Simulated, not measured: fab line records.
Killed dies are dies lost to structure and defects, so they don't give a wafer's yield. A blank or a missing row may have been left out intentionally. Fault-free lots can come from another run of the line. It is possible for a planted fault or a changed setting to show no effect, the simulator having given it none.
Lot-split experiment	flow sky130	on a route of 708 steps: 5 lots, 23 wafers read

THE SPLIT
At SKY_METAL4_SPUTTER_04 (material TiN, target thk 70 nm, time 58.3 s), the setting time_s was moved away from the recipe's 58.3 s on 7 of the 23 wafers read, by -8.6% to +7.7%. The other wafers ran this setting at the recipe's value.

Between the split and the reading, the file records no step.

THE READING
TiN_of_METAL4_SPUTTER_04.thk_nm (the simulator's own value, which no gauge read), in nm, at SKY_VIA4_ETCH_12 (etches SiO2 in C4F8/O2/Ar, stops on TiN, target depth 580 nm). There is no usual value for it anywhere in the file. Average 69.68 nm, standard deviation 0.93 nm, over the 16 wafers here run with the recipe.

wafer	tool, chamber at the split	time_s as run, s	against the recipe	TiN_of_METAL4_SPUTTER_04.thk_nm, nm	against lot-mates on the recipe
L074.1	pvd_sputter-03, -	53.26	-8.6%	61.78	-7.32
L074.3	pvd_sputter-03, -	58.3	recipe	68.82	-
L074.4	pvd_sputter-03, -	53.26	-8.6%	62.95	-6.15
L074.5	pvd_sputter-03, -	58.3	recipe	69.51	-
L074.6	pvd_sputter-03, -	58.3	recipe	68.97	-
L076.2	pvd_sputter-01, -	58.3	recipe	71.23	-
L076.4	pvd_sputter-01, -	58.3	recipe	70.84	-
L076.6	pvd_sputter-01, -	58.3	recipe	71.3	-
L077.1	pvd_sputter-01, -	58.3	recipe	70.18	-
L077.2	pvd_sputter-01, -	58.3	recipe	69.54	-
L077.3	pvd_sputter-01, -	58.3	recipe	70.82	-
L077.4	pvd_sputter-01, -	58.3	recipe	69.99	-
L077.6	pvd_sputter-01, -	58.3	recipe	69.32	-
L079.1	pvd_sputter-03, -	58.3	recipe	68.44	-
L079.2	pvd_sputter-03, -	62.78	+7.7%	73.33	+4.65
L079.3	pvd_sputter-03, -	62.78	+7.7%	73.61	+4.93
L079.4	pvd_sputter-03, -	58.3	recipe	68.96	-
L079.5	pvd_sputter-03, -	58.3	recipe	68.63	-
L084.2	pvd_sputter-04, -	60.86	+4.4%	72.7	+3.51
L084.3	pvd_sputter-04, -	60.86	+4.4%	72.22	+3.03
L084.4	pvd_sputter-04, -	58.3	recipe	68.62	-
L084.5	pvd_sputter-04, -	58.3	recipe	69.76	-
L084.6	pvd_sputter-04, -	60.86	+4.4%	72.34	+3.15

THE FIT
A straight line over all 23 wafers: TiN_of_METAL4_SPUTTER_04.thk_nm changes by +0.688 nm for each +1% of time_s; r = +0.94; the points scatter about the line by 1 nm.
The same after taking each lot's own level away (the mean of its wafers on the recipe; 23 wafers): +0.718 nm for each +1%; r = +0.99; scatter 0.48 nm.
On that fit, the largest move of time_s shifts the reading by 6.2 nm.
Across the lots, their own levels run from 68.677 to 71.123 nm, a range of 2.6 times the standard deviation given above.
The two slopes agree, so the slope changes little with the lot-to-lot level.
Check: for one of the wafers moved furthest among these (-8.6%), held out of the fit, the line's prediction against its lot-mates is -5.87 nm. Against them it came out at -7.32 nm.

OTHER SPLITS APPLIED TO THESE WAFERS
Before the reading, these wafers also passed through other splits. Each is held against what the fit with the lots' levels taken away leaves over:
other split on the same wafers	wafers away from the commonest value	r with TiN_of_METAL4_SPUTTER_04.thk_nm (lot level and that fit taken away)
SKY_CAPM_DEVELOP_11 develop_time_s	8	-0.10
SKY_VIA3_EXPOSE_09 dose_mj	9	+0.17
SKY_VIA3_ETCH_14 bias_w	7	+0.08
SKY_METAL4_SPUTTER_00 time_s	8	+0.05

THE WHOLE CHAIN: every reading that the file lists as answering this split, in the file's order
step	what it does	reading	change (the file's fit)	r (the file's)
SKY_METAL4_SPUTTER_04	material TiN, target thk 70 nm, time 58.3 s	TiN_of_METAL4_SPUTTER_04.thk_nm (the simulator's own value, which no gauge read)	+0.684 nm for each +1% of the setting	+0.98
SKY_VIA4_ETCH_12	etches SiO2 in C4F8/O2/Ar, stops on TiN, target depth 580 nm	TiN_of_METAL4_SPUTTER_04.thk_nm (the simulator's own value, which no gauge read)	+0.713 nm for each +1% of the setting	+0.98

THE FILE'S OWN FIT
TiN_of_METAL4_SPUTTER_04.thk_nm changes by +0.713 nm for each +1% of time_s, r = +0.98.
